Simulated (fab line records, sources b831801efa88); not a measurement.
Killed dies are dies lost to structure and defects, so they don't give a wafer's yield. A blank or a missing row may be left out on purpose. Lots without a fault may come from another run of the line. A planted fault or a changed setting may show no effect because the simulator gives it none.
Which tool did it? | flow gf180mcu | 6 lots, 18 wafers sampled, at 2 steps of a route of 602

WHAT THE GAUGES READ, wafer by wafer
GF_V5_THK_MEAS_03.
lot  | measured     | on            | V5_CVD_02_THK (nm)
L426 | day 27 04:03 | film_metro-03 | 1458 1443 1458
L429 | day 28 06:59 | film_metro-02 | 1432 1477 1477
L432 | day 28 23:59 | film_metro-03 | 1439 1422 1467
L438 | day 30 15:28 | film_metro-01 | 1442 1436 1452
L440 | day 31 04:42 | film_metro-03 | 1452 1466 1423
L447 | day 32 19:17 | film_metro-02 | 1458 1471 1478

WHICH TOOL RAN EACH LOT (tool, then ch and the chambers of the sampled wafers, then the start)
lot  | GF_V4_ETCH_16
L426 | rie_diel-04 ch 0,1,3, day 25 06:50
L429 | rie_diel-04 ch 0,2,3, day 26 11:00
L432 | rie_diel-04 ch 0,1,3, day 27 05:34
L438 | rie_diel-02 ch 0,1, day 28 22:46
L440 | rie_diel-02 ch 0,1,3, day 29 12:48
L447 | rie_diel-04 ch 2,3, day 31 06:41
- GF_V4_ETCH_16: etches BARC in N2/H2.

THE ANSWER, worked out from the rows above alone
Rule: what is usual is taken from the lots themselves. Put in order of their means at a reading, lots are off if they are a third of the lots or fewer, leave a main group of 4 or more, and stand apart from it by a gap of 3 or more times the standard deviation of the main group's means; of several such gaps the widest counts. A main group whose means are all the same, to the digits that the tables above print for the reading, isn't used. A lot without any number at a reading at which 4 lots or more have one is off too. The other lots that the step has rows for count as sound.
No lot is off at any reading shown: from this, nothing can be told.

WHAT THE SIMULATOR HAD PUT IN
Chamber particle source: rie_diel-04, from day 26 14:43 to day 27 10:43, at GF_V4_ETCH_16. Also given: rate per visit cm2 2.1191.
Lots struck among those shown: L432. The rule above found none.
